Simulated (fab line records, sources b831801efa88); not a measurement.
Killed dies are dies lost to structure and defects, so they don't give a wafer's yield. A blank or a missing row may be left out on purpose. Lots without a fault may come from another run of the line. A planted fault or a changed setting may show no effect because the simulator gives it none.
Which tool did it? | flow sky130 | 12 lots, 36 wafers sampled, at 1 step of a route of 708

WHAT THE GAUGES READ, wafer by wafer
SKY_LI_CONTACT_THK_MEAS_01.
lot  | measured     | on            | LI_CONTACT_HDPCVD_THK (nm)
L075 | day 27 12:05 | film_metro-01 | 935 918 936
L077 | day 28 10:22 | film_metro-04 | 932 929 936
L079 | day 29 13:12 | film_metro-02 | 937 934 931
L081 | day 30 00:56 | film_metro-01 | 944 938 925
L083 | day 30 15:39 | film_metro-04 | 933 940 937
L086 | day 31 15:02 | film_metro-01 | 950 944 951
L087 | day 32 03:40 | film_metro-04 | 922 948 941
L089 | day 32 19:14 | film_metro-02 | 917 911 940
L091 | day 33 08:27 | film_metro-04 | 950 935 933
L093 | day 35 17:38 | film_metro-02 | 934 931 932
L094 | day 35 22:03 | film_metro-02 | 921 922 915
L095 | day 36 01:28 | film_metro-04 | 928 936 935

WHICH TOOL RAN EACH LOT (tool, then ch and the chambers of the sampled wafers, then the start)
The record holds no process step before these readings.

THE ANSWER, worked out from the rows above alone
Rule: what is usual is taken from the lots themselves. Put in order of their means at a reading, lots are off if they are a third of the lots or fewer, leave a main group of 4 or more, and stand apart from it by a gap of 3 or more times the standard deviation of the main group's means; of several such gaps the widest counts. A main group whose means are all the same, to the digits that the tables above print for the reading, isn't used. A lot without any number at a reading at which 4 lots or more have one is off too. The other lots that the step has rows for count as sound.
No lot is off at any reading shown: from this, nothing can be told.

WHAT THE SIMULATOR HAD PUT IN
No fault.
